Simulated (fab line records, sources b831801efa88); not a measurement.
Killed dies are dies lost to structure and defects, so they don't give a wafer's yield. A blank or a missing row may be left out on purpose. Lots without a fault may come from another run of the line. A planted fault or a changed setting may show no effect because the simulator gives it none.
Which tool did it? | flow sky130 | 11 lots, 33 wafers sampled, at 3 steps of a route of 708

WHAT THE GAUGES READ, wafer by wafer
SKY_VIA2_CD_MEAS_12: target cd 200 nm.
lot  | measured     | on        | cd_nm (nm)
L987 | day 36 04:16 | cd_sem-01 | 203.1 203.2 202.7
L988 | day 36 19:32 | cd_sem-01 | 200.5 199.3 200.3
L989 | day 37 01:26 | cd_sem-02 | 199.7 201.5 201.7
L993 | day 38 12:59 | cd_sem-02 | 198.8 198.2 199.2
L995 | day 38 21:02 | cd_sem-02 | 202.3 201.4 201.5
L996 | day 39 05:34 | cd_sem-01 | 200.7 201.1 199.7
L997 | day 39 13:32 | cd_sem-01 | 199.7 198.8 199.0
L999 | day 40 07:22 | cd_sem-01 | 199.5 199.6 199.9
L107 | day 42 12:19 | cd_sem-02 | 201.0 201.7 201.4
L109 | day 43 01:19 | cd_sem-01 | 200.9 200.2 200.8
L110 | day 43 11:09 | cd_sem-01 | 199.9 198.9 199.0

SKY_VIA2_RS_MEAS_22: measures by four-point-probe.
lot  | measured     | on            | VIA2_W_RS (ohm/sq)
L987 | day 36 05:19 | film_metro-02 | 0.270 0.272 0.269
L988 | day 36 20:35 | film_metro-02 | 0.271 0.269 0.274
L989 | day 37 02:31 | film_metro-02 | 0.271 0.276 0.272
L993 | day 38 14:07 | film_metro-02 | 0.270 0.272 0.276
L995 | day 38 22:09 | film_metro-02 | 0.273 0.280 0.273
L996 | day 39 06:37 | film_metro-02 | 0.276 0.276 0.275
L997 | day 39 14:37 | film_metro-01 | 0.276 0.268 0.278
L999 | day 40 08:25 | film_metro-02 | 0.268 0.275 0.271
L107 | day 42 13:22 | film_metro-02 | 0.276 0.269 0.275
L109 | day 43 02:43 | film_metro-03 | 0.266 0.268 0.266
L110 | day 43 12:14 | film_metro-02 | 0.271 0.270 0.267

WHICH TOOL RAN EACH LOT (tool, then ch and the chambers of the sampled wafers, then the start)
lot  | SKY_VIA1_ETCH_14
L987 | rie_diel-02 ch 1,2,3, day 33 19:44
L988 | rie_diel-02 ch 0,2,3, day 34 11:49
L989 | rie_diel-02 ch 0,2,3, day 34 18:26
L993 | rie_diel-04 ch 0,1,3, day 36 04:55
L995 | rie_diel-01 ch 0,1,2, day 36 14:41
L996 | rie_diel-04 ch 0,1,2, day 36 22:44
L997 | rie_diel-02 ch 0,1, day 37 07:02
L999 | rie_diel-02 ch 0,2,3, day 38 01:25
L107 | rie_diel-04 ch 0,3, day 40 09:24
L109 | rie_diel-01 ch 0,2,3, day 40 22:50
L110 | rie_diel-01 ch 0,1,3, day 41 08:38
- SKY_VIA1_ETCH_14: etches BARC in N2/H2, stops on SiO2, time 45.9 s, target depth 60 nm.

WHAT THE TOOLS THEMSELVES READ (means of the sampled wafers that have a number; where no wafer has one, the mark that the record gives instead)
SKY_VIA1_ETCH_14.
lot  | tool        | drypump_motor_current_A (A) | oes_product_au (a.u.) | run_length_s (s) | throttle_valve_pct (%)
L987 | rie_diel-02 | 5.6                         | 0.861                 | 74.2             | 13.222
L988 | rie_diel-02 | 5.5                         | 0.853                 | 74.3             | 13.223
L989 | rie_diel-02 | 5.4                         | 0.857                 | 74.4             | 13.225
L993 | rie_diel-04 | 5.6                         | 0.853                 | 74.0             | 13.230
L995 | rie_diel-01 | 5.4                         | 0.856                 | 74.1             | 13.235
L996 | rie_diel-04 | 5.4                         | 0.852                 | 73.8             | 13.215
L997 | rie_diel-02 | 5.4                         | 0.848                 | 74.1             | 13.231
L999 | rie_diel-02 | 5.4                         | 0.856                 | 74.4             | 13.219
L107 | rie_diel-04 | 5.9                         | 0.902                 | 71.3             | 13.228
L109 | rie_diel-01 | 5.7                         | 0.857                 | 74.1             | 13.221
L110 | rie_diel-01 | 5.7                         | 0.853                 | 74.1             | 13.225

THE ANSWER, worked out from the rows above alone
Rule: what is usual is taken from the lots themselves. Put in order of their means at a reading, lots are off if they are a third of the lots or fewer, leave a main group of 4 or more, and stand apart from it by a gap of 3 or more times the standard deviation of the main group's means; of several such gaps the widest counts. A main group whose means are all the same, to the digits that the tables above print for the reading, isn't used. A lot without any number at a reading at which 4 lots or more have one is off too. The other lots that the step has rows for count as sound. The gauges are gone through in route order, then the tools' own readings, and for those a lot's mean is taken as printed above. The first step at which some lot is off is used, and at that step the reading that is off furthest; a lot without a number counts as furthest.
Off: L107, at SKY_VIA1_ETCH_14 (run_length_s). The main group: mean 74.2 s, standard deviation 0.17.
A tool fits if, at that step or a process step before it, it ran every lot that is off, and no sound lot after the first of them. One fits: rie_diel-04 at SKY_VIA1_ETCH_14. Its last sound lot is L996 (day 36 22:44), its first lot that is off L107 (day 40 09:24): a fault that began between those two fits.
The tool's own readings at SKY_VIA1_ETCH_14 bear it out: on the lots that are off they differ by more than 5 times the standard deviation of the sound lots' means. oes_product_au reads 0.902 a.u. there against 0.855 a.u. on the sound lots; run_length_s reads 71.3 s there against 74.2 s on the sound lots.

WHAT THE SIMULATOR HAD PUT IN
Process parameter drift: rie_diel-04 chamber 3, from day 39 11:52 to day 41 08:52, at SKY_VIA1_ETCH_14. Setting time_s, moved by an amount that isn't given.
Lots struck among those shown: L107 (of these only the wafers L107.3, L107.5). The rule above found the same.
